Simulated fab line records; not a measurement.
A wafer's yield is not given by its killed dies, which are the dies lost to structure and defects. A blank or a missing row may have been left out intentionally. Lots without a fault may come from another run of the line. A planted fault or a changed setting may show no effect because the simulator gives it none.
What tool caused it? ; flow gf180mcu ; 13 lots with 39 wafers sampled at 3 steps, on a route of 602 steps

WHAT THE GAUGES SHOWED, per wafer
GF_V5_OVL_MEAS_15. Usual: V5_OVL typically reads 0 nm, with standard deviation 5.
lot;measured;on;V5_OVL (nm);flag
L210;day 27 14:10;overlay-02;-8 -7 -3;
L212;day 29 04:22;overlay-02;5 0 2;
L214;day 29 07:50;overlay-02;2 -8 1;
L215;day 29 12:44;overlay-02;-10 -14 -8;
L216;day 30 01:23;overlay-01;3 3 3;
L218;day 30 16:06;overlay-02;-6 -6 4;
L217;day 30 17:59;overlay-02;0 0 -1;
L220;day 30 21:02;overlay-02;-14 -4 -5;
L222;day 31 11:40;overlay-02;5 1 0;
L223;day 31 18:43;overlay-01;5 4 -1;
L226;day 32 15:22;overlay-02;7 3 1;
L230;day 33 12:03;overlay-02;-6 -2 -2;
L231;day 33 16:44;overlay-02;7 0 2;

TOOL THAT RAN EACH LOT (tool first, then ch and the chambers of the sampled wafers, then the start)
lot;GF_V4_CMP_04;GF_V4_CVD_23
L210;cmp-01 ch 0,3, day 23 18:27;cvd_w-02 ch 1, day 24 18:26
L212;cmp-02 ch 0,2,3, day 25 11:08;cvd_w-02 ch 0,1, day 26 10:43
L214;cmp-02 ch 0,2,3, day 25 15:54;cvd_w-01 ch 0,1, day 26 14:53
L215;cmp-01 ch 0,1,2, day 25 21:07;cvd_w-01 ch 0,1, day 26 20:46
L216;cmp-01 ch 1,2,3, day 26 12:02;cvd_w-02 ch 0,1, day 27 10:35
L218;cmp-02 ch 1,2, day 27 05:47;cvd_w-01 ch 0,1, day 28 03:58
L217;cmp-02 ch 0,1,2, day 27 07:49;cvd_w-02 ch 0,1, day 28 05:54
L220;cmp-02 ch 0,1,3, day 27 10:34;cvd_w-02 ch 0,1, day 28 08:34
L222;cmp-01 ch 1,2,3, day 28 04:37;cvd_w-01 ch 1, day 29 01:26
L223;cmp-01 ch 0,1,3, day 28 09:55;cvd_w-01 ch 0,1, day 29 07:27
L226;cmp-02 ch 0,1,3, day 29 09:34;cvd_w-01 ch 0,1, day 30 06:07
L230;cmp-02 ch 0,2,3, day 30 08:53;cvd_w-02 ch 0,1, day 31 04:55
L231;cmp-02 ch 1,2,3, day 30 16:37;cvd_w-02 ch 0,1, day 31 12:04
- GF_V4_CMP_04: polishes SiO2.
- GF_V4_CVD_23: deposits W, target thk 350 nm, time 104.9 s.

AS READ BY THE TOOLS THEMSELVES (means over the sampled wafers that have a number; for cases with no such wafer, the mark the record gives instead)
GF_V4_CMP_04. Usual: edge_zone_pressure_frac 1.000, standard deviation 0.0053; motor_current_A 11.9 A, standard deviation 1.1; slurry_filter_dp_kPa 13.51 kPa, standard deviation 0.13; time_to_endpoint_s 80 s, standard deviation 5.3.
lot;tool;edge_zone_pressure_frac;motor_current_A (A);slurry_filter_dp_kPa (kPa);time_to_endpoint_s (s);flag
L210;cmp-01;1.003;11.9;13.56;78;
L212;cmp-02;0.995;11.3;13.60;83;
L214;cmp-02;1.001;11.4;13.49;78;
L215;cmp-01;0.997;11.6;13.47;79;
L216;cmp-01;1.007;11.9;13.48;74;
L218;cmp-02;0.994;11.4;13.48;75;
L217;cmp-02;1.004;12.0;13.48;75;
L220;cmp-02;1.000;12.8;13.38;75;
L222;cmp-01;0.998;12.2;13.45;83;
L223;cmp-01;1.001;12.5;13.63;86;
L226;cmp-02;1.005;12.6;13.49;77;
L230;cmp-02;0.999;11.5;13.59;87;
L231;cmp-02;0.997;11.7;13.57;86;

GF_V4_CVD_23. Usual: heater_power_w at 796 W, with a standard deviation of 17.
lot;tool;heater_power_w (W);flag
L210;cvd_w-02;807;
L212;cvd_w-02;787;
L214;cvd_w-01;799;
L215;cvd_w-01;793;
L216;cvd_w-02;786;
L218;cvd_w-01;795;
L217;cvd_w-02;801;
L220;cvd_w-02;788;
L222;cvd_w-01;804;
L223;cvd_w-01;802;
L226;cvd_w-01;792;
L230;cvd_w-02;795;
L231;cvd_w-02;801;

THE ANSWER, worked out from the rows above alone
Rule: lot off if the mean of its wafers having a number is beyond 3 standard deviations from the usual mean. Also off: a lot with no number at a reading for which 4 or more lots have one. All remaining lots with rows at the step are treated as sound. The gauges are gone through in route order, then the tools' own readings, and for those a lot's mean is taken as printed above. The first step at which some lot is off is used, and at that step the reading that is off furthest; a lot without a number counts as furthest.
Across all readings shown, no lot is off: no conclusion can be drawn from this.

WHAT THE SIMULATOR HAD PUT IN
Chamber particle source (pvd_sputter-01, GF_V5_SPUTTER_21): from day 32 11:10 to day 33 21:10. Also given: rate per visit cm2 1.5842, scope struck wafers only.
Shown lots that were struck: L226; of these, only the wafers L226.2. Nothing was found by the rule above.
